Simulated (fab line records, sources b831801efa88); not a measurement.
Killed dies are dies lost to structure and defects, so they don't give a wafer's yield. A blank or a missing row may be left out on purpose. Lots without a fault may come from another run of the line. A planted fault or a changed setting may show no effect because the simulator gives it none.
fab line records | flow sfq_line | part 2 of 2: steps 27 to 37 of 37
record lots=5 wafers=15 last_day=87
route steps=325 shown I1@76 M2@88 I2@103
lots that met no fault: from a run of the same line without faults
start_h: hours from the record's first day to the start of the lot's first wafer shown | wait_h: hours since the lot's step before | " the same as in the row above | L1.1+2: a row that stands for several wafers | - no value, or no start given | * or withheld: withheld | < > ~ a bound
route shown NAME@n: a module of which the file shows steps, and the number in the route of the first | usual: mean/standard deviation of fault-free wafers | same: alike in all rows | chamber/n: place in a boat | sites: the reading at each site | _std_site: their standard deviation | _edge_site: outer sites' mean less inner sites' | radius_mm: how far each site lies from the wafer's centre | mask NAME#n: copy n | behind: the tool/chamber that last shaped the wafer | hold: why the lot was held/for how many hours/how that ended | device: the transistor (n, p or np) that didn't switch | end of line: the same wafers' tests at the end of the route | a step without rows: its recipe alone | killed: dies lost to structure and defects at the first sort, not the wafer's yield | map: a wafer's dies, x killed, . not, _ none there
set.NAME: the setting as run; set.NAME@STEP: as run at that earlier step | model.NAME: the simulator's own value behind a step, which no gauge read
lots at some steps of the route; a table a step, a row a wafer
services: from which hour (start_h, from the record's first day; less than 0 if before it) a tool's chamber was out of use, for how many hours, and why
## steps
# step SFQ_TRILAYER_I2_DEP_PECVD_063
# recipe material=SiO2 temp_c=150 time_s=111.11 pressure_torr=2.4 rf_w=183.3 precursor=SiH4/N2O target_thk_nm=500
# usual heater_power_w=85/15 throttle_valve_pct=25.2/1.5
# columns lot.wafer tool chamber start_h wait_h heater_power_w since_wet_clean_h throttle_valve_pct
L076.1 pecvd-04 2 548.11 0.0 107 1093 23.8
L076.2 " 0 " " 72 1093 28.1
L076.5 " 1 " " 73 - 25.4
L078.1 pecvd-03 1 572.09 0.0 92 733 25.2
L078.3 " 2 " " 86 733 25.1
L078.6 " 1 " " 94 - 25.1
L079.4 pecvd-03 0 586.67 0.0 111 - 26.6
L079.5 " 1 " " 88 - 25.2
L079.6 " 2 " " 82 - 25.0
L084.3 pecvd-01 2 640.46 0.0 74 432 24.0
L084.4 " 1 " " 80 - 24.1
L084.5 " 0 " " 70 - 22.8
L085.1 pecvd-01 2 656.06 0.0 73 448 24.1
L085.5 " 1 " " 76 - 24.1
L085.6 " 0 " " 84 - 22.8
# step SFQ_TRILAYER_I2_CMP_CMP_064
# recipe material=SiO2 down_force_psi=3 platen_rpm=60 pad_velocity_m_s=0.94248
# usual motor_current_A=10.1/0.77 time_to_endpoint_s=212/11
# columns lot.wafer tool chamber start_h wait_h motor_current_A time_to_endpoint_s
L076.1 cmp-01 0 558.44 10.3 11.4 224
L076.2 " 3 559.94 11.8 9.6 212
L076.5 " 0 " " 11.0 226
L078.3 cmp-01 0 582.94 10.8 10.8 219
L078.1 " 1 " " 10.0 212
L078.6 " 3 584.44 12.3 8.9 213
L079.4 cmp-01 2 597.44 10.7 10.6 213
L079.5 " 2 599.44 12.7 10.7 202
L079.6 " 3 " " 9.6 198
L084.4 cmp-02 2 658.29 17.8 9.8 217
L084.3 " 3 " " 10.2 209
L084.5 " 1 659.79 19.3 9.6 215
L085.1 cmp-01 2 670.97 14.9 10.6 231
L085.5 " 1 672.47 16.3 9.9 223
L085.6 " 2 " " 10.5 243
# step SFQ_I2_BOW_MEAS_917
# recipe mode=bow
# usual I2_BOW=3/9.5
# columns lot.wafer tool chamber start_h wait_h I2_BOW[um]
L076.1 film_metro-03 - 561.44 2.5 -6
L076.2 " - " " 10
L076.5 " - " " 3
L078.1 film_metro-03 - 585.44 1.5 8
L078.3 " - " " 5
L078.6 " - " " 10
L079.4 film_metro-03 - 600.50 2.6 15
L079.5 " - " " 16
L079.6 " - " " 20
L084.3 film_metro-04 - 660.83 1.5 -13
L084.4 " - " " -10
L084.5 " - " " -5
L085.1 film_metro-01 - 673.47 2.0 6
L085.5 " - " " 25
L085.6 " - " " 14
# step SFQ_TRILAYER_I2_METRO_MEASURE_065
# usual thk_nm=199.5/1.5
# columns lot.wafer tool chamber start_h wait_h thk_nm
L076.1 film_metro-03 - 561.56 0.1 201.8
L076.2 " - " " 200.2
L076.5 " - " " 202.3
L078.1 film_metro-03 - 585.56 0.1 199.7
L078.3 " - " " 201.6
L078.6 " - " " 199.2
L079.4 film_metro-03 - 601.16 0.6 198.8
L079.5 " - " " 199.1
L079.6 " - " " 198.4
L084.3 film_metro-04 - 661.31 0.5 199.4
L084.4 " - " " 198.5
L084.5 " - " " 197.9
L085.1 film_metro-01 - 673.59 0.1 202.0
L085.5 " - " " 200.5
L085.6 " - " " 201.2
# step SFQ_TRILAYER_I2_VIA_LITHO_COAT_072
# recipe resist=BARC spin_rpm=3000 resist_thk_nm=62
# usual spin_speed_rpm=2999.9/2.4
# columns lot.wafer tool chamber start_h wait_h spin_speed_rpm
L076.1 litho_track-01 0 562.76 1.0 3003.2
L076.2 " 0 " " 2998.7
L076.5 " 0 " " 3001.8
L078.1 litho_track-01 0 586.76 1.0 3000.8
L078.3 " 0 " " 2999.6
L078.6 " 0 " " 3002.8
L079.4 litho_track-03 0 601.91 0.6 2998.1
L079.5 " 0 " " 3000.9
L079.6 " 0 " " 2996.9
L084.3 litho_track-02 0 662.29 0.8 2999.8
L084.4 " 0 " " 2999.0
L084.5 " 0 " " 3000.9
L085.1 litho_track-01 0 674.79 1.0 2999.2
L085.5 " 0 " " 2998.9
L085.6 " 0 " " 2996.7
# step SFQ_TRILAYER_I2_VIA_LITHO_COAT_067
# recipe resist=KrF spin_rpm=3000 resist_thk_nm=650
# usual spin_speed_rpm=2999.9/1.9
# columns lot.wafer tool chamber start_h wait_h spin_speed_rpm
L076.1 litho_track-01 0 563.06 0.2 2998.4
L076.2 " 0 " " 3001.7
L076.5 " 0 " " 2998.5
L078.1 litho_track-01 0 587.06 0.2 3001.6
L078.3 " 0 " " 2998.7
L078.6 " 0 " " 2998.6
L079.4 litho_track-03 0 602.21 0.2 2997.3
L079.5 " 0 " " 2998.0
L079.6 " 0 " " 3002.2
L084.3 litho_track-02 0 662.59 0.2 2998.6
L084.4 " 0 " " 3002.0
L084.5 " 0 " " 2998.8
L085.1 litho_track-01 0 675.09 0.2 2997.7
L085.5 " 0 " " 3000.2
L085.6 " 0 " " 3000.3
# step SFQ_TRILAYER_I2_VIA_LITHO_SOFTBAKE_071
# recipe temp_c=withheld time_s=withheld resist=KrF
# columns lot.wafer tool chamber start_h wait_h
L076.1+2+5 litho_track-01 0 563.36 0.2
L078.1+3+6 litho_track-01 0 587.36 0.2
L079.4+5+6 litho_track-03 0 602.44 0.2
L084.3+4+5 litho_track-02 0 662.84 0.2
L085.1+5+6 litho_track-01 0 675.39 0.2
# step SFQ_TRILAYER_I2_VIA_LITHO_EXPOSE_068
# recipe mask_id=I2 na=0.6 source_shape=conventional sigma_outer=0.65 target_cd_nm=500 dose_mj=21.3
# usual exposure_dose_mJ_cm2=21.299/0.021
# columns lot.wafer tool chamber start_h wait_h mask exposure_dose_mJ_cm2
L076.1 krf_scanner-02 0 713.24 - I2#0 21.340
L076.2 " 0 " " I2#0 21.326
L076.5 " 0 " " I2#0 21.322
L078.1 krf_scanner-01 0 726.56 - I2#0 21.339
L078.3 " 0 " " I2#0 21.300
L078.6 " 0 " " I2#0 21.326
L079.4 krf_scanner-01 0 746.36 - I2#0 21.290
L079.5 " 0 " " I2#0 21.294
L079.6 " 0 " " I2#0 21.312
L084.3 krf_scanner-02 0 808.69 - I2#0 21.294
L084.4 " 0 " " I2#0 21.339
L084.5 " 0 " " I2#0 21.297
L085.1 krf_scanner-02 0 821.49 - I2#0 21.268
L085.5 " 0 " " I2#0 21.280
L085.6 " 0 " " I2#0 21.285
# step SFQ_TRILAYER_I2_VIA_LITHO_PEB_070
# recipe peb_temp_c=115 peb_time_s=60 resist=KrF
# columns lot.wafer tool chamber start_h wait_h
L076.1+2+5 litho_track-02 0 714.44 1.0
L078.1+3+6 litho_track-03 0 727.76 1.0
L079.4+5+6 litho_track-02 0 747.04 0.5
L084.3+4+5 litho_track-01 0 809.54 0.7
L085.1+5+6 litho_track-02 0 822.69 1.0
# step SFQ_TRILAYER_I2_VIA_LITHO_DEVELOP_069
# recipe time_s=60 resist=KrF
# columns lot.wafer tool chamber start_h wait_h
L076.1+2+5 litho_track-02 0 714.59 0.1
L078.1+3+6 litho_track-03 0 727.91 0.1
L079.4+5+6 litho_track-02 0 747.19 0.1
L084.3+4+5 litho_track-01 0 809.69 0.1
L085.1+5+6 litho_track-02 0 822.84 0.1
# step SFQ_I2_OVL_MEAS_918
# usual I2_OVL=1/5.5
# columns lot.wafer tool chamber start_h wait_h I2_OVL[nm]
L076.1 overlay-01 - 714.74 0.1 2
L076.2 " - " " 1
L076.5 " - " " -3
L078.1 overlay-01 - 728.06 0.1 -6
L078.3 " - " " 6
L078.6 " - " " -7
L079.4 overlay-02 - 747.28 0.1 4
L079.5 " - " " 8
L079.6 " - " " 3
L084.3 overlay-01 - 809.80 0.1 10
L084.4 " - " " 2
L084.5 " - " " 0
L085.1 overlay-01 - 822.99 0.1 1
L085.5 " - " " 10
L085.6 " - " " -5
## services
# columns tool chamber start_h hours kind
krf_scanner-01 - 292.65 3.6 pm
krf_scanner-02 - 309.24 3.6 pm
krf_scanner-01 - 320.21 1.0 pm
pvd_sputter-05 - 328.79 7.9 repair
krf_scanner-01 - 357.21 1.3 pm
krf_scanner-02 - 365.60 1.3 pm
krf_scanner-02 - 366.90 0.8 pm
krf_scanner-01 - 384.84 2.4 repair
krf_scanner-02 - 431.23 1.0 pm
krf_scanner-01 - 454.44 0.8 pm
krf_scanner-02 - 535.43 0.8 pm
krf_scanner-02 - 540.77 1.3 pm
krf_scanner-02 - 544.49 30.7 repair
krf_scanner-02 - 599.72 4.4 pm
krf_scanner-02 - 604.12 1.0 pm
rie_metal-01 0 618.26 5.6 repair
krf_scanner-02 - 630.28 0.1 repair
rie_metal-03 - 658.29 2.8 pm
krf_scanner-02 - 703.68 0.8 pm
krf_scanner-02 - 716.84 1.3 pm
krf_scanner-02 - 749.46 4.4 pm
rie_metal-01 - 749.53 3.8 repair
krf_scanner-02 - 768.11 1.0 pm
rie_metal-01 - 820.28 2.8 pm
